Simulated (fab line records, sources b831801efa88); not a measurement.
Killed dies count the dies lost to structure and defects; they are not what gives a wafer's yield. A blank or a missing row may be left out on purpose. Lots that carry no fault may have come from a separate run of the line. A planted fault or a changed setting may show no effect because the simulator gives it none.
Which tool did it? || flow gf180mcu || 12 lots with 36 wafers sampled at 5 steps, on a route of 602 steps

== WHAT THE GAUGES READ, wafer by wafer ==
GF_SAB_CD_MEAS_09 targets a cd of 420 nm. Usual: 419.9 nm for cd_nm, sd 2.2.
{"lot": "L394", "measured": "day 14 21:16", "on": "cd_sem-02", "cd_nm (nm)": "417.4 419.9 414.6", "flag": ""}
{"lot": "L395", "measured": "day 15 06:52", "on": "cd_sem-02", "cd_nm (nm)": "419.1 419.3 417.3", "flag": ""}
{"lot": "L397", "measured": "day 16 04:52", "on": "cd_sem-01", "cd_nm (nm)": "418.5 416.8 417.1", "flag": ""}
{"lot": "L398", "measured": "day 16 13:59", "on": "cd_sem-02", "cd_nm (nm)": "420.8 418.7 421.8", "flag": ""}
{"lot": "L400", "measured": "day 17 13:25", "on": "cd_sem-02", "cd_nm (nm)": "421.2 424.0 422.7", "flag": ""}
{"lot": "L405", "measured": "day 19 03:25", "on": "cd_sem-02", "cd_nm (nm)": "419.7 418.8 418.9", "flag": ""}
{"lot": "L406", "measured": "day 19 11:53", "on": "cd_sem-01", "cd_nm (nm)": "421.4 417.6 419.1", "flag": ""}
{"lot": "L407", "measured": "day 19 21:10", "on": "cd_sem-02", "cd_nm (nm)": "420.8 419.5 420.5", "flag": ""}
{"lot": "L408", "measured": "day 20 10:03", "on": "cd_sem-02", "cd_nm (nm)": "422.1 419.3 422.8", "flag": ""}
{"lot": "L410", "measured": "day 20 21:11", "on": "cd_sem-01", "cd_nm (nm)": "422.4 423.4 422.2", "flag": ""}
{"lot": "L414", "measured": "day 22 04:25", "on": "cd_sem-02", "cd_nm (nm)": "419.3 420.8 418.7", "flag": ""}
{"lot": "L417", "measured": "day 23 07:20", "on": "cd_sem-02", "cd_nm (nm)": "421.6 419.8 422.7", "flag": ""}

GF_CONTACT_THK_MEAS_03. Usual: for CONTACT_CVD_02_THK the level is 857 nm and the standard deviation is 11.
{"lot": "L394", "measured": "day 14 22:34", "on": "film_metro-03", "CONTACT_CVD_02_THK (nm)": "849 862 868", "flag": ""}
{"lot": "L395", "measured": "day 15 08:03", "on": "film_metro-03", "CONTACT_CVD_02_THK (nm)": "842 867 871", "flag": ""}
{"lot": "L397", "measured": "day 16 06:04", "on": "film_metro-02", "CONTACT_CVD_02_THK (nm)": "855 848 869", "flag": ""}
{"lot": "L398", "measured": "day 16 15:10", "on": "film_metro-02", "CONTACT_CVD_02_THK (nm)": "836 849 864", "flag": ""}
{"lot": "L400", "measured": "day 17 14:38", "on": "film_metro-01", "CONTACT_CVD_02_THK (nm)": "853 854 869", "flag": ""}
{"lot": "L405", "measured": "day 19 04:37", "on": "film_metro-02", "CONTACT_CVD_02_THK (nm)": "854 852 862", "flag": ""}
{"lot": "L406", "measured": "day 19 13:04", "on": "film_metro-03", "CONTACT_CVD_02_THK (nm)": "856 870 875", "flag": ""}
{"lot": "L407", "measured": "day 19 22:22", "on": "film_metro-03", "CONTACT_CVD_02_THK (nm)": "858 863 875", "flag": ""}
{"lot": "L408", "measured": "day 20 11:41", "on": "film_metro-03", "CONTACT_CVD_02_THK (nm)": "839 852 852", "flag": ""}
{"lot": "L410", "measured": "day 20 22:35", "on": "film_metro-03", "CONTACT_CVD_02_THK (nm)": "839 844 863", "flag": ""}
{"lot": "L414", "measured": "day 22 05:37", "on": "film_metro-02", "CONTACT_CVD_02_THK (nm)": "849 861 865", "flag": ""}
{"lot": "L417", "measured": "day 23 08:31", "on": "film_metro-03", "CONTACT_CVD_02_THK (nm)": "837 859 861", "flag": ""}

GF_CONTACT_RS_MEAS_25: measures by four-point-probe. Usual: for CONTACT_W_RS the level is 0.387 ohm/sq and the standard deviation is 0.0043.
{"lot": "L394", "measured": "day 15 21:31", "on": "film_metro-02", "CONTACT_W_RS (ohm/sq)": "0.384 0.386 0.390", "flag": ""}
{"lot": "L395", "measured": "day 16 07:19", "on": "film_metro-02", "CONTACT_W_RS (ohm/sq)": "0.388 0.383 0.380", "flag": ""}
{"lot": "L397", "measured": "day 17 06:08", "on": "film_metro-01", "CONTACT_W_RS (ohm/sq)": "0.383 0.388 0.387", "flag": ""}
{"lot": "L398", "measured": "day 17 15:56", "on": "film_metro-01", "CONTACT_W_RS (ohm/sq)": "0.381 0.382 0.382", "flag": ""}
{"lot": "L400", "measured": "day 18 16:13", "on": "film_metro-02", "CONTACT_W_RS (ohm/sq)": "0.386 0.385 0.387", "flag": ""}
{"lot": "L405", "measured": "day 20 06:47", "on": "film_metro-02", "CONTACT_W_RS (ohm/sq)": "0.390 0.390 0.387", "flag": ""}
{"lot": "L406", "measured": "day 20 14:26", "on": "film_metro-02", "CONTACT_W_RS (ohm/sq)": "0.387 0.387 0.389", "flag": ""}
{"lot": "L407", "measured": "day 20 23:41", "on": "film_metro-03", "CONTACT_W_RS (ohm/sq)": "0.400 0.494 0.392", "flag": "OFF"}
{"lot": "L408", "measured": "day 21 12:29", "on": "film_metro-01", "CONTACT_W_RS (ohm/sq)": "0.391 0.388 0.388", "flag": ""}
{"lot": "L410", "measured": "day 21 23:43", "on": "film_metro-03", "CONTACT_W_RS (ohm/sq)": "0.391 0.485 0.391", "flag": "OFF"}
{"lot": "L414", "measured": "day 23 06:04", "on": "film_metro-01", "CONTACT_W_RS (ohm/sq)": "0.393 0.388 0.388", "flag": ""}
{"lot": "L417", "measured": "day 24 08:46", "on": "film_metro-01", "CONTACT_W_RS (ohm/sq)": "0.387 0.382 0.386", "flag": ""}

GF_CONTACT_THK_MEAS_26: measures by xrf. Usual: for CONTACT_W_THK the level is 295 nm and the standard deviation is 3.7.
{"lot": "L394", "measured": "day 15 21:38", "on": "film_metro-02", "CONTACT_W_THK (nm)": "295 294 292", "flag": ""}
{"lot": "L395", "measured": "day 16 07:25", "on": "film_metro-02", "CONTACT_W_THK (nm)": "292 296 298", "flag": ""}
{"lot": "L397", "measured": "day 17 06:16", "on": "film_metro-01", "CONTACT_W_THK (nm)": "301 298 299", "flag": ""}
{"lot": "L398", "measured": "day 17 16:02", "on": "film_metro-01", "CONTACT_W_THK (nm)": "304 302 300", "flag": ""}
{"lot": "L400", "measured": "day 18 16:20", "on": "film_metro-02", "CONTACT_W_THK (nm)": "293 296 294", "flag": ""}
{"lot": "L405", "measured": "day 20 06:54", "on": "film_metro-02", "CONTACT_W_THK (nm)": "292 293 296", "flag": ""}
{"lot": "L406", "measured": "day 20 14:32", "on": "film_metro-02", "CONTACT_W_THK (nm)": "295 297 294", "flag": ""}
{"lot": "L407", "measured": "day 20 23:47", "on": "film_metro-03", "CONTACT_W_THK (nm)": "283 231 289", "flag": "OFF"}
{"lot": "L408", "measured": "day 21 12:37", "on": "film_metro-01", "CONTACT_W_THK (nm)": "294 297 298", "flag": ""}
{"lot": "L410", "measured": "day 21 23:50", "on": "film_metro-03", "CONTACT_W_THK (nm)": "294 237 293", "flag": "OFF"}
{"lot": "L414", "measured": "day 23 06:10", "on": "film_metro-01", "CONTACT_W_THK (nm)": "294 300 298", "flag": ""}
{"lot": "L417", "measured": "day 24 08:52", "on": "film_metro-01", "CONTACT_W_THK (nm)": "296 299 297", "flag": ""}

== WHICH TOOL RAN EACH LOT (tool, then ch and the chambers of the sampled wafers, then the start) ==
{"lot": "L394", "GF_CONTACT_CVD_24": "cvd_w-01 ch 0,1, day 15 21:25"}
{"lot": "L395", "GF_CONTACT_CVD_24": "cvd_w-01 ch 0,1, day 16 07:12"}
{"lot": "L397", "GF_CONTACT_CVD_24": "cvd_w-01 ch 0,1, day 17 06:02"}
{"lot": "L398", "GF_CONTACT_CVD_24": "cvd_w-01 ch 0, day 17 15:49"}
{"lot": "L400", "GF_CONTACT_CVD_24": "cvd_w-02 ch 0,1, day 18 16:07"}
{"lot": "L405", "GF_CONTACT_CVD_24": "cvd_w-02 ch 0,1, day 20 06:41"}
{"lot": "L406", "GF_CONTACT_CVD_24": "cvd_w-01 ch 0,1, day 20 14:19"}
{"lot": "L407", "GF_CONTACT_CVD_24": "cvd_w-01 ch 0,1, day 20 23:34"}
{"lot": "L408", "GF_CONTACT_CVD_24": "cvd_w-02 ch 0,1, day 21 12:23"}
{"lot": "L410", "GF_CONTACT_CVD_24": "cvd_w-01 ch 0,1, day 21 23:36"}
{"lot": "L414", "GF_CONTACT_CVD_24": "cvd_w-02 ch 0,1, day 23 05:56"}
{"lot": "L417", "GF_CONTACT_CVD_24": "cvd_w-02 ch 0,1, day 24 08:40"}
- GF_CONTACT_CVD_24: deposits W, target thk 300 nm, time 90.339 s.

== WHAT THE TOOLS THEMSELVES READ (means of the sampled wafers that have a number; where no wafer has one, the mark that the record gives instead) ==
GF_CONTACT_CVD_24. Usual: 944 W for heater_power_w, sd 130.
{"lot": "L394", "tool": "cvd_w-01", "heater_power_w (W)": 1005, "flag": ""}
{"lot": "L395", "tool": "cvd_w-01", "heater_power_w (W)": 991, "flag": ""}
{"lot": "L397", "tool": "cvd_w-01", "heater_power_w (W)": 1002, "flag": ""}
{"lot": "L398", "tool": "cvd_w-01", "heater_power_w (W)": 1071, "flag": ""}
{"lot": "L400", "tool": "cvd_w-02", "heater_power_w (W)": 777, "flag": ""}
{"lot": "L405", "tool": "cvd_w-02", "heater_power_w (W)": 791, "flag": ""}
{"lot": "L406", "tool": "cvd_w-01", "heater_power_w (W)": 1005, "flag": ""}
{"lot": "L407", "tool": "cvd_w-01", "heater_power_w (W)": 1006, "flag": ""}
{"lot": "L408", "tool": "cvd_w-02", "heater_power_w (W)": 881, "flag": ""}
{"lot": "L410", "tool": "cvd_w-01", "heater_power_w (W)": 1030, "flag": ""}
{"lot": "L414", "tool": "cvd_w-02", "heater_power_w (W)": 796, "flag": ""}
{"lot": "L417", "tool": "cvd_w-02", "heater_power_w (W)": 784, "flag": ""}

== THE ANSWER, worked out from the rows above alone ==
Rule: a lot is off if the mean of its wafers that have a number lies more than 3 standard deviations from the usual mean. Also off: a lot with no number at a reading for which 4 or more lots have one. All remaining lots with rows at the step are treated as sound. After the gauges, taken in route order, come the tools' own readings; for these a lot's mean is taken, as printed above. The first step at which some lot is off is used, and at that step the reading that is off furthest; a lot without a number counts as furthest.
Off: L407, L410, at GF_CONTACT_RS_MEAS_25 (CONTACT_W_RS).
If a tool, at a process step before that reading, ran all the lots that are off and no sound lot after the first of them, it fits. Those tools and the gauges at GF_CONTACT_RS_MEAS_25 are tried in the same way. Can't be told from this: 2 tools fit, cvd_w-01 at GF_CONTACT_CVD_24, film_metro-03 at GF_CONTACT_RS_MEAS_25.

== WHAT WAS PUT IN BY THE SIMULATOR ==
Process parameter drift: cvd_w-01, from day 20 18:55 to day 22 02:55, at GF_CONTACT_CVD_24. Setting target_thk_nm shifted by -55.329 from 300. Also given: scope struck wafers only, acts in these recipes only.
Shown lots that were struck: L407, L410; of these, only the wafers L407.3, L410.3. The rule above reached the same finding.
